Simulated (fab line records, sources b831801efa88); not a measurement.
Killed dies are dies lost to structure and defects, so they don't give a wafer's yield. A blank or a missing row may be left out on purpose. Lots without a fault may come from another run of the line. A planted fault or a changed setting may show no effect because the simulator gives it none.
Problem report in the 8D (eight disciplines) form, filled by code | flow gf180mcu | the parts of the form that need people (team, actions taken, sign-off) are left out

1. THE PROBLEM
developer_temp_C at GF_HV_LDD_DEVELOP_45 reads a mean of 23.90 C on 6 wafers of 2 lots; wafers without a fault read 23.02 C with a standard deviation of 0.11. That is +8.0 standard deviations from the usual mean.
The step: develop time 60 s.
First seen on wafer L717.3, day 18 05:41, on litho_track-04. The record holds 39 wafers of 13 lots with a number at this step. Rule for "out", or "out of limits": more than 4 standard deviations from the usual mean. The other wafers with a number count as sound.

2. WHAT IT IS AND WHAT IT IS NOT
question                    | is                     | is not
which readings at this step | developer_temp_C       | -
which lots                  | L717, L718             | L700, L701, L703, L705, L706, L708, L709, L712, L719, L722, L723
which wafers of those lots  | all that have a number | -
read on which tools         | litho_track-04         | litho_track-01, litho_track-02
when                        | from day 18 05:41      | up to then (24 sound wafers); but 9 sound wafers of L719, L722, L723 came after

3. SUSPECTS, AND WHAT RULES EACH OUT
Counting: a tool at a process step up to the reading stays a suspect if it ran every lot that is out and no sound lot after the first of them.
- plasma_asher-02 at GF_HV_LDD_STRIP_10 (strips in O2/N2): ruled out as a lasting fault. Sound lots L722 ran on it after its first lot that is out, L717 (day 15 10:12).
- litho_track-04 at GF_HV_LDD_DEVELOP_45 (develop time 60 s): kept. It ran every lot that is out, first L717 (day 18 05:41), and no sound lot after that; its last sound lot up to then is L709 (day 15 20:11). Its own readings are out on those wafers: developer_temp_C.
Left after counting: litho_track-04 at GF_HV_LDD_DEVELOP_45.

4. THE CAUSE (what the simulator had put in)
Process parameter drift: litho_track-04, from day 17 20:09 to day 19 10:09, at GF_HV_LDD_DEVELOP_45. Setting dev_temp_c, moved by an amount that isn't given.
Counting left only this tool.

5. THE CHAIN OF EFFECTS, in route order
Each row: a reading whose mean over the struck wafers that have a number lies more than 3 standard deviations from the usual. Only readings for which the record gives a usual standard deviation are gone through. hours: the time from each lot's start at the first step in this table that gives one to its start at this step, as a median over the lots. sigmas: the change in usual standard deviations.
hours | step                 | reading          | usual   | on struck wafers | change | sigmas
0     | GF_HV_LDD_DEVELOP_45 | developer_temp_C | 23.02 C | 23.90            | +0.88  | +8.0
The process steps in it:
- GF_HV_LDD_DEVELOP_45: develop time 60 s.

6. WHAT WOULD HAVE CAUGHT IT SOONER
In this record the first reading out of limits was taken at day 18 05:41, 10 hours after the fault began at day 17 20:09.
